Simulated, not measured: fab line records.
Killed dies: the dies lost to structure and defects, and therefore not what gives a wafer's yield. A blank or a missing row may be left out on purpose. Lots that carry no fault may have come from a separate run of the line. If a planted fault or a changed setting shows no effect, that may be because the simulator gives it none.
2 desks looking at one fault + flow sfq line + every desk sees just its own numbers, and what lay behind them comes last

## TOOL OWNER'S DESK, krf scanner-02
The tool's own readings at SFQ_TRILAYER_I5_LITHO_EXPOSE_145 (exposes mask I5, target cd 700 nm): means of the sampled wafers that have a number, for each lot that ran on this tool. A lot is out of limits, marked OUT, if its mean lies more than 4 standard deviations from the usual mean; the brackets give that distance.
Columns: A = exposure dose mJ cm2 at SFQ_TRILAYER_I5_LITHO_EXPOSE_145, usual 21.299; B = focus offset nm at SFQ_TRILAYER_I5_LITHO_EXPOSE_145, usual -0.1 nm; C = reticle temp C at SFQ_TRILAYER_I5_LITHO_EXPOSE_145, usual 22.99 C
| lot  | first seen here | A      | B    | C     |
|------|-----------------|--------|------|-------|
| L822 | day 76 13:56    | 21.308 | -0.4 | 22.92 |
| L831 | day 79 08:49    | 21.279 | 0.7  | 23.03 |
| L833 | day 79 20:26    | 21.298 | -0.5 | 22.96 |
| L834 | day 80 00:04    | 21.283 | 0.2  | 22.96 |
| L835 | day 81 01:47    | 21.324 | 0.3  | 23.11 |
| L836 | day 81 03:49    | 21.283 | -0.1 | 23.05 |
| L837 | day 81 10:01    | 21.295 | 0.5  | 22.93 |
| L839 | day 81 14:25    | 21.293 | 0.1  | 23.18 |
| L840 | day 81 19:25    | 21.303 | 0.2  | 22.88 |
| L841 | day 81 22:01    | 21.314 | -0.2 | 22.98 |
| L842 | day 81 23:01    | 21.277 | -0.6 | 23.08 |
| L843 | day 82 01:13    | 21.290 | -0.5 | 23.10 |
Finding of this desk: none of the 12 lots has anything out of limits.

## THE METROLOGY DESK
What the gauges read for every lot (on any tool): the sampled wafers with a number, averaged. A lot is out of limits, marked OUT, if its mean lies more than 4 standard deviations from the usual mean; the brackets give that distance.
Columns: A = R5_MONX_THK at SFQ_R5_THK_MEAS_934, usual 40.0 nm
| lot  | first seen here | A    |
|------|-----------------|------|
| L822 | day 71 06:49    | 40.0 |
| L827 | day 72 03:49    | 39.8 |
| L828 | day 73 09:26    | 40.3 |
| L829 | day 73 16:54    | 40.0 |
| L831 | day 74 12:21    | 40.6 |
| L833 | day 75 06:22    | 40.2 |
| L834 | day 75 09:23    | 40.3 |
| L835 | day 76 19:56    | 40.6 |
| L836 | day 76 22:56    | 40.1 |
| L837 | day 77 01:11    | 40.1 |
| L839 | day 77 06:44    | 39.5 |
| L840 | day 77 09:08    | 39.8 |
| L841 | day 77 10:21    | 39.2 |
| L842 | day 77 14:07    | 40.3 |
| L843 | day 77 15:08    | 39.5 |
Finding of this desk: none of the 15 lots has anything out of limits.

## ALL TOGETHER
The desk of the tool owner found nothing out of limits.
From the metrology desk's view, nothing was out of limits.

## WHAT THE SIMULATOR PUT IN
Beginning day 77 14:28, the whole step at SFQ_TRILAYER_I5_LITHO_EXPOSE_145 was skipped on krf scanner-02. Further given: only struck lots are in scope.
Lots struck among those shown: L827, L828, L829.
